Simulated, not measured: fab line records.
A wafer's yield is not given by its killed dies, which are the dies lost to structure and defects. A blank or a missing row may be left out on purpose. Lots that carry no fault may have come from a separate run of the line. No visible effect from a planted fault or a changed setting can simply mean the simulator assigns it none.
Chamber matching / flow gf180mcu / 4 sister chambers for GF_V3_CMP_26 on cmp-01
The step polishes, stops on SiO2, t overpolish 15 s, target thk 0 nm. 14 wafers are shown with their chamber, then 7 later ones without.

== EACH WAFER AND ITS CHAMBER ==
wafer=L569.1; chamber=2; motor_current_A (A)=13.0; time_to_endpoint_s (s)=83.0; retaining_ring_pressure_frac=1.010
wafer=L569.3; chamber=3; motor_current_A (A)=10.1; time_to_endpoint_s (s)=84.1; retaining_ring_pressure_frac=1.004
wafer=L569.6; chamber=1; motor_current_A (A)=10.3; time_to_endpoint_s (s)=83.6; retaining_ring_pressure_frac=0.999
wafer=L571.2; chamber=0; motor_current_A (A)=10.1; time_to_endpoint_s (s)=89.4; retaining_ring_pressure_frac=1.004
wafer=L571.4; chamber=2; motor_current_A (A)=12.0; time_to_endpoint_s (s)=87.0; retaining_ring_pressure_frac=1.005
wafer=L571.5; chamber=1; motor_current_A (A)=11.5; time_to_endpoint_s (s)=85.6; retaining_ring_pressure_frac=1.001
wafer=L572.1; chamber=3; motor_current_A (A)=9.7; time_to_endpoint_s (s)=90.5; retaining_ring_pressure_frac=1.001
wafer=L572.5; chamber=0; motor_current_A (A)=11.0; time_to_endpoint_s (s)=90.4; retaining_ring_pressure_frac=0.995
wafer=L572.6; chamber=3; motor_current_A (A)=9.8; time_to_endpoint_s (s)=88.9; retaining_ring_pressure_frac=1.004
wafer=L577.2; chamber=3; motor_current_A (A)=9.4; time_to_endpoint_s (s)=87.0; retaining_ring_pressure_frac=1.001
wafer=L577.4; chamber=1; motor_current_A (A)=11.1; time_to_endpoint_s (s)=88.4; retaining_ring_pressure_frac=0.999
wafer=L577.5; chamber=2; motor_current_A (A)=12.6; time_to_endpoint_s (s)=85.6; retaining_ring_pressure_frac=0.999
wafer=L583.1; chamber=0; motor_current_A (A)=10.9; time_to_endpoint_s (s)=88.2; retaining_ring_pressure_frac=1.011
wafer=L583.3; chamber=1; motor_current_A (A)=10.7; time_to_endpoint_s (s)=89.7; retaining_ring_pressure_frac=0.996

SIGNATURES (means of the wafers above)
reading=motor_current_A; chamber 0=10.667; chamber 1=10.900; chamber 2=12.533; chamber 3=9.750; scatter within a chamber=0.452
reading=time_to_endpoint_s; chamber 0=89.333; chamber 1=86.825; chamber 2=85.200; chamber 3=87.625; scatter within a chamber=2.37
reading=retaining_ring_pressure_frac; chamber 0=1.00333; chamber 1=0.99875; chamber 2=1.00467; chamber 3=1.00250; scatter within a chamber=0.00459
Rule: for a wafer and a chamber, the distance is found by dividing, reading by reading, the gap between the wafer's reading and the chamber's mean by the reading's scatter, squaring, summing and taking the root. The wafer belongs to the nearest chamber; if the next one is less than 2 further off, it can't be placed. The scatter: take each reading less its chamber's mean, square it, sum over the shown wafers, divide by the number of wafers less the number of chambers, and take the root.

== WAFERS WITHOUT THEIR CHAMBER ==
wafer=L583.6; motor_current_A (A)=9.5; time_to_endpoint_s (s)=88.2; retaining_ring_pressure_frac=1.000
wafer=L590.4; motor_current_A (A)=11.0; time_to_endpoint_s (s)=85.4; retaining_ring_pressure_frac=1.008
wafer=L590.5; motor_current_A (A)=10.6; time_to_endpoint_s (s)=88.5; retaining_ring_pressure_frac=1.005
wafer=L590.6; motor_current_A (A)=10.7; time_to_endpoint_s (s)=84.0; retaining_ring_pressure_frac=1.002
wafer=L591.1; motor_current_A (A)=11.0; time_to_endpoint_s (s)=90.0; retaining_ring_pressure_frac=0.999
wafer=L591.3; motor_current_A (A)=11.7; time_to_endpoint_s (s)=83.5; retaining_ring_pressure_frac=1.000
wafer=L591.5; motor_current_A (A)=9.6; time_to_endpoint_s (s)=83.7; retaining_ring_pressure_frac=0.999

== EACH ONE'S CHAMBER ==
wafer=L583.6; from the rows above=can't be placed: 3 or 0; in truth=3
wafer=L590.4; from the rows above=can't be placed: 0 or 1 or 3 or 2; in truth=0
wafer=L590.5; from the rows above=can't be placed: 0 or 1 or 3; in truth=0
wafer=L590.6; from the rows above=can't be placed: 1 or 0 or 3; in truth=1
wafer=L591.1; from the rows above=can't be placed: 0 or 1 or 3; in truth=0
wafer=L591.3; from the rows above=can't be placed: 2 or 1 or 0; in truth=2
wafer=L591.5; from the rows above=can't be placed: 3 or 1 or 0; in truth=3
Correct placement for 0 of the 7. Cannot be placed on the basis of these rows: 7; the candidates contain the true chamber in 7. 0 placed wrongly.
